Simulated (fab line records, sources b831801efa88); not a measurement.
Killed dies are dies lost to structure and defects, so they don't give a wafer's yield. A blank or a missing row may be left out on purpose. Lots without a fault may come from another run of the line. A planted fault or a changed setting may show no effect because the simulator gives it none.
Chamber matching | flow sfq_line | SFQ_TRILAYER_I7_CMP_CMP_184 on cmp-02: 4 sister chambers
The step polishes SiO2. 8 wafers are shown with their chamber, then 8 later ones without.

WAFERS WITH THEIR CHAMBER
wafer  | chamber | motor_current_A (A) | time_to_endpoint_s (s)
L810.6 | 3       | 10.8                | 217
L811.2 | 3       | 11.1                | 204
L812.5 | 0       | 9.7                 | 231
L814.1 | 1       | 10.4                | 215
L814.6 | 0       | 9.9                 | 217
L816.3 | 1       | 10.0                | 208
L816.6 | 2       | 11.1                | 212
L820.3 | 2       | 11.9                | 213

WAFERS WITHOUT THEIR CHAMBER
wafer  | motor_current_A (A) | time_to_endpoint_s (s)
L820.1 | 9.8                 | 210
L820.5 | 10.7                | 215
L821.2 | 9.1                 | 205
L821.3 | 10.1                | 219
L821.6 | 10.1                | 206
L822.1 | 9.7                 | 208
L822.3 | 11.3                | 219
L822.6 | 10.3                | 217

WHICH CHAMBER EACH WENT THROUGH
wafer  | from the rows above               | in truth
L820.1 | can't be placed: 1 or 0           | 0
L820.5 | can't be placed: 3 or 1 or 2 or 0 | 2
L821.2 | can't be placed: 0 or 1           | 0
L821.3 | can't be placed: 1 or 0 or 3      | 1
L821.6 | can't be placed: 1 or 3 or 0      | 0
L822.1 | can't be placed: 1 or 0           | 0
L822.3 | can't be placed: 2 or 3           | 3
L822.6 | can't be placed: 1 or 0 or 3      | 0
Placed correctly: 0 of 8. Can't be placed from these rows: 8 (the true chamber is among the candidates in 8). Placed wrongly: 0.
How it was worked out, from the rows above alone: a wafer's distance from a chamber is the root of the sum, over the readings, of the square of ((its reading less the chamber's mean) divided by the reading's scatter). The wafer belongs to the nearest chamber; if the next one is less than 2 further off, it can't be placed. A chamber's mean is the mean of its shown wafers. The scatter: the root of (the sum of the squares of (reading less its chamber's mean) over the shown wafers, divided by (wafers less chambers)).
